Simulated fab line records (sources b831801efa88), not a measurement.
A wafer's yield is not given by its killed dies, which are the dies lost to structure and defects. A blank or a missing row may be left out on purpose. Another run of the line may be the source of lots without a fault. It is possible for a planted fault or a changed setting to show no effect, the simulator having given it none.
Chamber matching / flow gf180mcu / GF_V4_CMP_26 on cmp-02: 4 sister chambers
The step polishes, stops on SiO2, t overpolish 15 s, target thk 0 nm. 20 wafers are shown with their chamber, then 10 later ones without.

== WAFERS WITH THEIR CHAMBER ==
wafer=L642.2; chamber=2; motor current A (A)=10.6; time to endpoint s (s)=93; overpolish run s (s)=15.004
wafer=L642.3; chamber=1; motor current A (A)=11.4; time to endpoint s (s)=89; overpolish run s (s)=15.001
wafer=L642.4; chamber=3; motor current A (A)=11.5; time to endpoint s (s)=87; overpolish run s (s)=15.002
wafer=L650.1; chamber=3; motor current A (A)=11.5; time to endpoint s (s)=88; overpolish run s (s)=15.009
wafer=L650.3; chamber=0; motor current A (A)=11.2; time to endpoint s (s)=93; overpolish run s (s)=14.985
wafer=L650.4; chamber=2; motor current A (A)=10.0; time to endpoint s (s)=93; overpolish run s (s)=15.001
wafer=L651.3; chamber=1; motor current A (A)=11.5; time to endpoint s (s)=86; overpolish run s (s)=14.983
wafer=L651.4; chamber=2; motor current A (A)=10.3; time to endpoint s (s)=96; overpolish run s (s)=15.012
wafer=L651.5; chamber=0; motor current A (A)=10.5; time to endpoint s (s)=94; overpolish run s (s)=14.999
wafer=L653.1; chamber=3; motor current A (A)=11.7; time to endpoint s (s)=83; overpolish run s (s)=14.986
wafer=L653.5; chamber=2; motor current A (A)=10.1; time to endpoint s (s)=91; overpolish run s (s)=14.995
wafer=L653.6; chamber=1; motor current A (A)=11.8; time to endpoint s (s)=85; overpolish run s (s)=15.006
wafer=L654.1; chamber=1; motor current A (A)=12.0; time to endpoint s (s)=88; overpolish run s (s)=15.014
wafer=L654.4; chamber=2; motor current A (A)=10.7; time to endpoint s (s)=90; overpolish run s (s)=14.993
wafer=L654.6; chamber=2; motor current A (A)=10.6; time to endpoint s (s)=94; overpolish run s (s)=15.011
wafer=L655.1; chamber=0; motor current A (A)=11.1; time to endpoint s (s)=95; overpolish run s (s)=15.000
wafer=L655.3; chamber=3; motor current A (A)=12.1; time to endpoint s (s)=91; overpolish run s (s)=14.984
wafer=L655.6; chamber=3; motor current A (A)=11.6; time to endpoint s (s)=90; overpolish run s (s)=14.999
wafer=L656.2; chamber=1; motor current A (A)=11.8; time to endpoint s (s)=88; overpolish run s (s)=15.005
wafer=L656.4; chamber=2; motor current A (A)=10.0; time to endpoint s (s)=96; overpolish run s (s)=15.002

SIGNATURES (averages over the wafers above)
reading=motor current A; chamber 0=10.933; chamber 1=11.700; chamber 2=10.329; chamber 3=11.680; scatter within a chamber=0.288
reading=time to endpoint s; chamber 0=94.00; chamber 1=87.20; chamber 2=93.29; chamber 3=87.80; scatter within a chamber=2.28
reading=overpolish run s; chamber 0=14.99467; chamber 1=15.00180; chamber 2=15.00257; chamber 3=14.99600; scatter within a chamber=0.0095
Rule: for a wafer and a chamber, the distance is found by dividing, reading by reading, the gap between the wafer's reading and the chamber's mean by the reading's scatter, squaring, summing and taking the root. If the next closest chamber is less than 2 further off than the closest, the wafer can't be placed; otherwise it belongs to the closest. The scatter: take each reading less its chamber's mean, square it, sum over the shown wafers, divide by the number of wafers less the number of chambers, and take the root.

== WAFERS WITHOUT THEIR CHAMBER ==
wafer=L656.6; motor current A (A)=11.8; time to endpoint s (s)=90; overpolish run s (s)=15.007
wafer=L657.3; motor current A (A)=11.4; time to endpoint s (s)=93; overpolish run s (s)=14.990
wafer=L657.4; motor current A (A)=11.5; time to endpoint s (s)=92; overpolish run s (s)=15.001
wafer=L657.5; motor current A (A)=11.6; time to endpoint s (s)=91; overpolish run s (s)=15.005
wafer=L658.1; motor current A (A)=11.6; time to endpoint s (s)=83; overpolish run s (s)=14.998
wafer=L658.3; motor current A (A)=10.6; time to endpoint s (s)=87; overpolish run s (s)=15.006
wafer=L658.4; motor current A (A)=11.6; time to endpoint s (s)=88; overpolish run s (s)=14.999
wafer=L659.2; motor current A (A)=12.4; time to endpoint s (s)=87; overpolish run s (s)=15.003
wafer=L659.3; motor current A (A)=11.9; time to endpoint s (s)=90; overpolish run s (s)=14.973
wafer=L659.6; motor current A (A)=9.8; time to endpoint s (s)=94; overpolish run s (s)=15.010

== WHICH CHAMBER EACH WENT THROUGH ==
wafer=L656.6; from the rows above=can't be placed: 1 or 3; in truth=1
wafer=L657.3; from the rows above=can't be placed: 0 or 3 or 1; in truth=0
wafer=L657.4; from the rows above=can't be placed: 3 or 1 or 0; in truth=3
wafer=L657.5; from the rows above=can't be placed: 3 or 1 or 0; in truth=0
wafer=L658.1; from the rows above=can't be placed: 1 or 3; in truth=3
wafer=L658.3; from the rows above=can't be placed: 2 or 0 or 1 or 3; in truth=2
wafer=L658.4; from the rows above=can't be placed: 3 or 1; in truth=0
wafer=L659.2; from the rows above=can't be placed: 1 or 3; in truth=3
wafer=L659.3; from the rows above=can't be placed: 3 or 1 or 0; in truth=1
wafer=L659.6; from the rows above=2; in truth=2
1 of 10 placed correctly. Cannot be placed on the basis of these rows: 9; the candidates contain the true chamber in 8. 0 placed wrongly.
